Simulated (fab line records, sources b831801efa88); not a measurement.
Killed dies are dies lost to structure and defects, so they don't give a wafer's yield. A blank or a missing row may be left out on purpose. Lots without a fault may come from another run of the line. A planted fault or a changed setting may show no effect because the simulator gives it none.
fab line records | flow sky130
record lots=5 wafers=15 last_day=49
route steps=708 shown VIA3@589 METAL4@598 PAD_OPEN@708
lots that met no fault: from a run of the same line without faults
start_h: hours from the record's first day to the start of the lot's first wafer shown | wait_h: hours since the lot's step before | " the same as in the row above | L1.1+2: a row that stands for several wafers | - no value, or no start given | * or withheld: withheld | < > ~ a bound
route shown NAME@n: a module of which the file shows steps, and the number in the route of the first | usual: mean/standard deviation of fault-free wafers | same: alike in all rows | chamber/n: place in a boat | sites: the reading at each site | _std_site: their standard deviation | _edge_site: outer sites' mean less inner sites' | radius_mm: how far each site lies from the wafer's centre | mask NAME#n: copy n | behind: the tool/chamber that last shaped the wafer | hold: why the lot was held/for how many hours/how that ended | device: the transistor (n, p or np) that didn't switch | end of line: the same wafers' tests at the end of the route | a step without rows: its recipe alone | killed: dies lost to structure and defects at the first sort, not the wafer's yield | map: a wafer's dies, x killed, . not, _ none there
set.NAME: the setting as run; set.NAME@STEP: as run at that earlier step | model.NAME: the simulator's own value behind a step, which no gauge read
lots at some steps of the route; a table a step, a row a wafer
services: from which hour (start_h, from the record's first day; less than 0 if before it) a tool's chamber was out of use, for how many hours, and why
## steps
# step SKY_VIA3_STRIP_16
# recipe chemistry=O2/N2 power_w=1400 pressure_mtorr=1500 platen_temp_c=withheld o2_flow_sccm=3000 n2_flow_sccm=300 overash_fraction=0.5
# usual drypump_motor_current_A=5.5/0.35 oes_product_au=0.402/0.0044 strip_time_to_endpoint_s=4.126/0.026
# columns lot.wafer tool chamber start_h wait_h drypump_motor_current_A oes_product_au rf_hours_counter_h strip_time_to_endpoint_s
L273.2 plasma_asher-03 0 940.85 0.0 5.3 0.404 111 4.119
L273.3 " 0 " " 5.3 0.406 - 4.070
L273.5 " 1 " " 6.2 0.405 - 4.101
L276.1 plasma_asher-03 0 963.29 0.0 5.3 0.400 113 4.123
L276.4 " 0 " " 5.3 0.403 - 4.163
L276.6 " 0 " " 5.2 0.404 - 4.144
L281.2 plasma_asher-02 1 990.44 0.0 5.9 0.407 57 4.107
L281.4 " 1 " " 5.9 0.402 - 4.131
L281.5 " 0 " " 5.2 0.400 - 4.122
L285.1 plasma_asher-02 1 1016.77 0.0 5.9 0.400 60 4.124
L285.3 " 1 " " 5.9 0.399 - 4.134
L285.4 " 0 " " 5.2 0.402 - 4.104
L292.1 plasma_asher-01 0 1059.14 0.0 5.4 0.403 30 4.139
L292.2 " 1 " " 5.3 0.405 30 4.127
L292.3 " 0 " " 5.4 0.404 - 4.131
# step SKY_VIA3_STRIP_17
# recipe chemistry=post_etch_residue_remover time_s=1200 temp_c=72.5
# step SKY_VIA3_CLEAN_18
# recipe chemistry=IPA time_s=180 temp_c=25
# step SKY_VIA3_CLEAN_19
# recipe chemistry=O3/DIW dry=n2_spin
# step SKY_VIA3_SPUTTER_20
# recipe material=TiN target_thk_nm=20 chamber_pressure_pa=5 power_w=4000 time_s=80
# usual chamber_pressure_pa=4.998/0.0093 throttle_valve_pct=30.5/1
# columns lot.wafer tool chamber start_h wait_h chamber_pressure_pa throttle_valve_pct
L273.2 pvd_sputter-04 - 941.44 0.0 4.989 31.1
L273.3 " - " " 5.006 33.0
L273.5 " - " " 4.994 30.8
L276.1 pvd_sputter-02 - 963.88 0.0 4.992 29.3
L276.4 " - " " 4.995 29.9
L276.6 " - " " 4.984 30.0
L281.2 pvd_sputter-03 - 991.03 0.0 5.008 31.4
L281.4 " - " " 4.990 29.6
L281.5 " - " " 5.002 30.1
L285.1 pvd_sputter-02 - 1017.80 0.0 5.002 30.0
L285.3 " - " " 5.003 30.9
L285.4 " - " " 4.990 30.3
L292.1 pvd_sputter-03 - 1059.74 0.0 5.001 29.2
L292.2 " - " " 5.017 30.3
L292.3 " - " " 4.989 31.3
# step SKY_VIA3_CVD_21
# recipe material=W target_thk_nm=390 time_s=117.31 temp_c=400 pressure_torr=40
# usual heater_power_outer_w=500/76 heater_power_w=785/110
# columns lot.wafer tool chamber start_h wait_h heater_power_outer_w heater_power_w
L273.2 cvd_w-02 1 941.50 0.0 639 925
L273.3 " 1 " " 622 947
L273.5 " 1 " " 616 923
L276.1 cvd_w-02 0 963.94 0.0 520 866
L276.4 " 1 " " 613 944
L276.6 " 0 " " 527 849
L281.2 cvd_w-02 1 991.09 0.0 619 959
L281.4 " 1 " " 622 946
L281.5 " 1 " " 631 914
L285.1 cvd_w-02 0 1017.86 0.0 532 844
L285.3 " 1 " " 621 959
L285.4 " 0 " " 531 864
L292.1 cvd_w-01 0 1059.80 0.0 449 679
L292.2 " 1 " " 435 711
L292.3 " 1 " " 436 698
# step SKY_VIA3_RS_MEAS_22
# recipe thk_meas_gauge=four-point-probe reads=W_of_VIA3_CVD_21+TiN_of_VIA3_SPUTTER_20
# usual VIA3_W_RS=0.294/0.0038
# columns lot.wafer tool chamber start_h wait_h VIA3_W_RS[ohm/sq]
L273.2 film_metro-02 - 941.65 0.1 0.289
L273.3 " - " " 0.288
L273.5 " - " " 0.291
L276.1 film_metro-02 - 964.06 0.1 0.288
L276.4 " - " " 0.293
L276.6 " - " " 0.290
L281.2 film_metro-02 - 991.23 0.1 0.292
L281.4 " - " " 0.291
L281.5 " - " " 0.291
L285.1 film_metro-01 - 1017.98 0.1 0.290
L285.3 " - " " 0.291
L285.4 " - " " 0.288
L292.1 film_metro-01 - 1059.93 0.1 0.295
L292.2 " - " " 0.300
L292.3 " - " " 0.298
# step SKY_VIA3_THK_MEAS_23
# recipe thk_meas_gauge=xrf reads=W_of_VIA3_CVD_21
# usual VIA3_W_THK=388/6.8
# columns lot.wafer tool chamber start_h wait_h VIA3_W_THK[nm]
L273.2 film_metro-02 - 941.76 0.1 390
L273.3 " - " " 391
L273.5 " - " " 387
L276.1 film_metro-02 - 964.18 0.1 387
L276.4 " - " " 381
L276.6 " - " " 385
L281.2 film_metro-02 - 991.34 0.1 386
L281.4 " - " " 386
L281.5 " - " " 386
L285.1 film_metro-01 - 1018.10 0.1 401
L285.3 " - " " 398
L285.4 " - " " 403
L292.1 film_metro-01 - 1060.05 0.1 391
L292.2 " - " " 388
L292.3 " - " " 389
# step SKY_VIA3_CMP_24
# recipe stop_on=SiO2 t_overpolish_s=20 down_force_psi=3.5 platen_rpm=60 target_thk_nm=0 pad_velocity_m_s=0.94248
# usual motor_current_A=10.7/1.1 overpolish_run_s=20.001/0.0082 retaining_ring_pressure_frac=1.001/0.005 time_to_endpoint_s=93/3.8
# same t_overpolish_s=20
# columns lot.wafer tool chamber start_h wait_h motor_current_A overpolish_run_s retaining_ring_pressure_frac time_to_endpoint_s
L273.2 cmp-01 1 941.86 0.1 11.8 20.002 1.001 93
L273.3 " 2 " " 11.1 19.998 0.998 90
L273.5 " 1 " " 11.5 20.005 1.002 92
L276.1 cmp-01 3 964.29 0.1 11.7 20.001 0.999 101
L276.4 " 0 " " 8.9 20.003 1.007 92
L276.6 " 3 " " 11.9 19.996 0.996 102
L281.2 cmp-02 3 991.50 0.1 10.0 20.013 0.999 96
L281.4 " 0 " " 9.1 19.998 1.009 91
L281.5 " 3 " " 10.5 20.006 1.014 98
L285.1 cmp-01 2 1018.41 0.3 12.1 19.978 1.005 87
L285.3 " 3 " " 12.1 20.005 0.998 98
L285.4 " 0 " " 9.2 20.007 1.005 89
L292.2 cmp-02 0 1060.16 0.1 9.2 20.005 1.002 88
L292.1 " 1 " " 10.2 20.003 0.999 92
L292.3 " 2 " " 11.5 20.002 0.996 85
# step SKY_METAL4_SPUTTER_00
# recipe material=Ti target_thk_nm=15 power_w=3000 time_s=10 chamber_pressure_pa=0.4
# step SKY_METAL4_SPUTTER_01
# recipe material=TiN target_thk_nm=20 power_w=6500 time_s=16.7 chamber_pressure_pa=0.4
# step SKY_METAL4_SPUTTER_02
# recipe material=AlCu target_thk_nm=735 power_w=10600 time_s=39.1 chamber_pressure_pa=0.4
# step SKY_METAL4_SPUTTER_03
# recipe material=Ti target_thk_nm=5 power_w=3000 time_s=3.3 chamber_pressure_pa=0.4
# usual chamber_pressure_pa=0.3999/0.00085 throttle_valve_pct=30.0/1.2
# columns lot.wafer tool chamber start_h wait_h chamber_pressure_pa throttle_valve_pct model.Ti_of_METAL4_SPUTTER_03.thk_nm
L273.2 pvd_sputter-04 - 942.19 0.0 0.4001 30.9 5.09
L273.3 " - " " 0.3992 30.1 4.991
L273.5 " - " " 0.3998 30.3 5.051
L276.1 pvd_sputter-02 - 964.63 0.0 0.4010 31.0 4.916
L276.4 " - " " 0.4009 29.2 4.943
L276.6 " - " " 0.3991 29.1 4.955
L281.2 pvd_sputter-04 - 991.84 0.0 0.3021 35.7 5.319
L281.4 " - " " 0.3010 34.9 5.201
L281.5 " - " " 0.3043 34.5 5.301
L285.1 pvd_sputter-01 - 1018.80 0.0 0.3990 28.5 4.934
L285.3 " - " " 0.4007 30.4 4.829
L285.4 " - " " 0.4012 28.8 4.828
L292.1 pvd_sputter-02 - 1060.49 0.0 0.4001 30.7 5.036
L292.2 " - " " 0.3988 30.3 5.115
L292.3 " - " " 0.3993 29.2 5.057
# step SKY_METAL4_SPUTTER_04
# recipe material=TiN target_thk_nm=70 power_w=6500 time_s=58.3 chamber_pressure_pa=0.4
# usual chamber_pressure_pa=0.4000/0.00077 throttle_valve_pct=30.0/1.2
# columns lot.wafer tool chamber start_h wait_h chamber_pressure_pa throttle_valve_pct
L273.2 pvd_sputter-04 - 942.21 0.0 0.4007 31.0
L273.3 " - " " 0.4014 30.2
L273.5 " - " " 0.4008 29.9
L276.1 pvd_sputter-02 - 964.65 0.0 0.4005 31.2
L276.4 " - " " 0.4000 29.4
L276.6 " - " " 0.4007 29.0
L281.2 pvd_sputter-04 - 991.85 0.0 0.3990 30.8
L281.4 " - " " 0.3998 30.3
L281.5 " - " " 0.3999 30.1
L285.1 pvd_sputter-01 - 1018.82 0.0 0.4003 28.7
L285.3 " - " " 0.3995 30.7
L285.4 " - " " 0.4003 28.8
L292.1 pvd_sputter-02 - 1060.51 0.0 0.3988 30.7
L292.2 " - " " 0.3990 30.5
L292.3 " - " " 0.4000 29.2
# step SKY_PAD_OPEN_PROBE_99
# usual defect_limited_yield=82.5/2.1 killed_at_M0_to_M3=44/7.3 killed_at_M4_up=3.4/1.8 killed_at_contacts=24/5.8 killed_at_front_end=15/4.9 killed_at_other=0.4/0.63 killed_dies=86/11 killed_open=47/8 killed_short=39/6.5 sort_bin_3_pad_short=0.9/0.38 sort_bin_5_function=10.4/1.6 sort_bin_6_memory=6.2/1.2 sort_n_pass=406/11 sort_yield_pct=82.5/2.1
# same gross_dies=492 killed_at_back_side=0 sort_bin_4_leakage[%]=0 sort_bin_8_speed[%]=0
# columns lot.wafer tool chamber start_h wait_h defect_limited_yield[%] killed_at_M0_to_M3 killed_at_M4_up killed_at_contacts killed_at_front_end killed_at_other killed_dies killed_open killed_short sort_bin_3_pad_short[%] sort_bin_5_function[%] sort_bin_6_memory[%] sort_n_pass sort_yield_pct[%]
L273.2 prober-01 - 1084.36 0.1 79.7 57 1 19 21 2 100 60 38 1.4 12.0 6.9 392 79.7
L273.3 prober-01 - 1084.41 0.2 83.7 43 2 17 17 1 80 46 33 0.6 10.2 5.5 412 83.7
L273.5 prober-01 - 1084.51 0.2 82.9 50 2 25 7 0 84 43 40 1.0 9.6 6.5 408 82.9
L276.1 prober-01 - 1105.05 0.1 83.3 36 0 33 13 0 82 40 42 1.0 9.6 6.1 410 83.3
L276.4 prober-01 - 1105.20 0.2 83.9 38 1 26 14 0 79 41 35 0.4 10.0 5.7 413 83.9
L276.6 prober-01 - 1105.30 0.2 85.0 32 3 25 13 1 74 43 30 1.0 6.9 7.1 418 85.0
L281.2 prober-01 - 1127.22 0.1 85.6 31 2 26 12 0 71 44 27 1.0 7.1 6.3 421 85.6
L281.4 prober-01 - 1127.32 0.2 84.6 45 5 15 11 0 76 47 29 0 8.5 6.9 416 84.6
L281.5 prober-01 - 1127.37 0.2 82.9 47 2 22 12 1 84 47 37 0.4 10.4 6.3 408 82.9
# killed by level:class
L273.2 VIA1:geometric_particle:open=11 CONTACT:geometric_particle:open=11 VIA3:geometric_particle:open=11 POLY_GATE:geometric_particle:short=6 VIA1:geometric_particle:short=6 VIA2:geometric_particle:open=6 POLY_GATE:geometric_particle:open=5 METAL1:geometric_particle:open=5
L273.3 VIA2:geometric_particle:open=9 VIA1:geometric_particle:open=9 LI_CONTACT:geometric_particle:open=8 METAL2:geometric_particle:short=5 POLY_GATE:geometric_particle:short=4 FIELD_ISO:geometric_particle:open=4 METAL1:geometric_particle:short=4 VIA1:geometric_particle:short=4
L273.5 VIA1:geometric_particle:open=10 CONTACT:geometric_particle:open=9 VIA2:geometric_particle:open=8 VIA2:geometric_particle:short=6 METAL1:geometric_particle:short=6 VIA3:geometric_particle:open=6 LI_CONTACT:geometric_particle:open=5 METAL2:geometric_particle:short=5
L276.1 CONTACT:geometric_particle:open=11 LI_CONTACT:geometric_particle:open=8 CONTACT:geometric_particle:short=8 VIA1:geometric_particle:short=6 VIA2:geometric_particle:open=6 METAL1:geometric_particle:short=4 METAL2:geometric_particle:short=4 VIA3:geometric_particle:short=4
L276.4 CONTACT:geometric_particle:open=11 VIA2:geometric_particle:open=8 VIA1:geometric_particle:open=5 FIELD_ISO:geometric_particle:short=4 LI_CONTACT:geometric_particle:open=4 LOCAL_INTERCONNECT:geometric_particle:short=4 METAL1:geometric_particle:short=4 METAL3:geometric_particle:short=4
L276.6 LI_CONTACT:geometric_particle:open=10 VIA1:geometric_particle:open=9 CONTACT:geometric_particle:open=7 METAL1:geometric_particle:short=5 FIELD_ISO:geometric_particle:open=4 LOCAL_INTERCONNECT:geometric_particle:short=4 VIA1:geometric_particle:short=4 VIA2:geometric_particle:short=4
L281.2 CONTACT:geometric_particle:open=10 METAL2:geometric_particle:short=7 METAL1:geometric_particle:short=6 LI_CONTACT:geometric_particle:open=6 VIA3:geometric_particle:open=6 FIELD_ISO:geometric_particle:open=4 VIA2:geometric_particle:open=4 LOCAL_INTERCONNECT:geometric_particle:open=4
L281.4 VIA1:geometric_particle:open=10 METAL2:geometric_particle:short=7 CONTACT:geometric_particle:open=6 VIA3:geometric_particle:open=5 POLY_GATE:geometric_particle:open=4 LI_CONTACT:geometric_particle:open=4 CONTACT:geometric_particle:short=4 METAL1:geometric_particle:open=4
L281.5 VIA1:geometric_particle:open=11 VIA3:geometric_particle:open=8 CONTACT:geometric_particle:short=7 VIA2:geometric_particle:open=6 LI_CONTACT:geometric_particle:open=5 CONTACT:geometric_particle:open=5 METAL1:geometric_particle:short=5 POLY_GATE:geometric_particle:open=4
## services
# columns tool chamber start_h hours kind
cmp-01 - 917.57 - consumable_replace:conditioner
cmp-01 - 917.57 - consumable_replace:pad
cvd_w-01 0 918.00 - clean
cvd_w-01 1 918.00 - clean
cmp-02 - 923.44 11.8 repair
pvd_sputter-01 - 944.64 1.7 repair
cvd_w-01 - 952.27 2.3 repair
cmp-02 - 967.84 20.3 repair
cmp-01 - 992.94 3.9 pm
pvd_sputter-03 - 994.82 4.9 repair
pvd_sputter-04 - 1009.03 2.0 repair
plasma_asher-03 - 1055.25 9.0 pm
plasma_asher-03 0 1055.25 9.0 vent_cycle
plasma_asher-03 1 1055.25 9.0 vent_cycle
cvd_w-02 - 1055.32 6.0 pm
cmp-02 - 1056.39 1.4 repair
## key
first_sign step=SKY_METAL4_SPUTTER_03 reading=chamber_pressure_pa direction=down sigmas=99+ usual=0.3999 struck=0.3025
effect step=SKY_METAL4_SPUTTER_03 reading=throttle_valve_pct direction=up sigmas=4.3 usual=30.0 struck=35.0
model_effect step=SKY_METAL4_SPUTTER_03 value=Ti_of_METAL4_SPUTTER_03.thk_nm without=5.09 struck=5.274
met_at SKY_METAL4_SPUTTER_03
struck_wafers L281.2,L281.4,L281.5
onset_between 942.19 991.84
fault kind=process_parameter_drift tool=pvd_sputter-04 chamber=- onset_h=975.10 steps=SKY_METAL4_SPUTTER_03 channel=chamber_pressure_pa offset=-0.097275 shape=step acts_in=these_recipes_only stated=0.4
